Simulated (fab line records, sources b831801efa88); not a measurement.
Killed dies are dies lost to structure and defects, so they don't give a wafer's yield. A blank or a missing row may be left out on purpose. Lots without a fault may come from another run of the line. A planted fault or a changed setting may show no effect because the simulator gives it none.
A struck lot beside a sound one | flow sky130 | 14 steps out of a route of 708
Sound: wafers L437.2, L437.4, L437.5. Struck: wafers L432.2, L432.4, L432.6. The cause comes at the end.
At each step with rows: each side's tool, then ch and its chambers, then its first start. Under that, the readings that differ: sound wafers | struck wafers | difference of the means | sigmas: that difference in standard deviations of wafers without a fault.
alike: readings whose means differ by less than 2 such deviations, and words and numbers that are the same on both sides. not compared: withheld readings, readings that some wafer has no value for, bounds like >300 that may hide the same value, and numbers for which the record gives no deviation and whose values overlap.
The two part at a step that has a row with sigmas, a row that says differs or no value, or rows on one side only. Numbers that don't overlap but have no deviation are shown without sigmas and don't part them. A reading that every wafer of one side lacks parts them only if that side has two wafers or more.

first, 3 steps without rows for these wafers: SKY_VT_ADJUST_LVTN_EXPOSE_15 (exposes mask HVN STD DERIVED, target cd 600 nm); SKY_VT_ADJUST_LVTN_PEB_16; SKY_VT_ADJUST_LVTN_DEVELOP_17 (develop time 60 s).
SKY_VT_ADJUST_LVTN_OVL_MEAS_18:
  sound on overlay-02, day 13 12:22; struck on overlay-02, day 11 20:40
  alike: VT_ADJUST_LVTN_01_OVL
then, 1 step without rows for these wafers: SKY_VT_ADJUST_LVTN_IMPLANT_19.
SKY_VT_ADJUST_LVTN_STRIP_20: strips in O2/N2.
  sound on plasma_asher-04 ch 0,1, day 13 12:32; struck on plasma_asher-02 ch 0,1, day 11 20:50
  alike: drypump_motor_current_A, oes_product_au, strip_time_to_endpoint_s
  not compared: rf_hours_counter_h
SKY_VT_ADJUST_LVTN_TW_MEAS_21:
  sound on film_metro-02, day 13 12:39; struck on film_metro-04, day 11 20:57
  alike: VT_ADJUST_LVTN_2_TW
then, 5 steps without rows for these wafers: SKY_VT_ADJUST_NCORE_DEHYDRATE_00 (time 60 s); SKY_VT_ADJUST_NCORE_HMDS_01 (prime time 60 s); SKY_VT_ADJUST_NCORE_COAT_02 (resist thk 1140 nm); SKY_VT_ADJUST_NCORE_SOFTBAKE_03 (time 60 s); SKY_VT_ADJUST_NCORE_EXPOSE_04 (exposes mask LVTN COMPLEMENT THIN, target cd 380 nm).
SKY_VT_ADJUST_NCORE_PEB_05:
  sound on litho_track-03 ch 0, day 14 14:24; struck on litho_track-01, day 12 21:41
  reading         | sound          | struck | difference                    | sigmas
  exhaust_pa (Pa) | 45.7 44.3 44.0 | - - -  | no value on the struck wafers |
  not compared: chill_plate_temp_C
then, 1 step without rows for these wafers: SKY_VT_ADJUST_NCORE_DEVELOP_06 (develop time 60 s).

WHERE THEY PART
Only at SKY_VT_ADJUST_NCORE_PEB_05, within this record.

WHY: what the simulator had put in
Skipped step whole: litho_track-01, from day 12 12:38 on, at SKY_VT_ADJUST_NCORE_PEB_05. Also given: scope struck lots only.
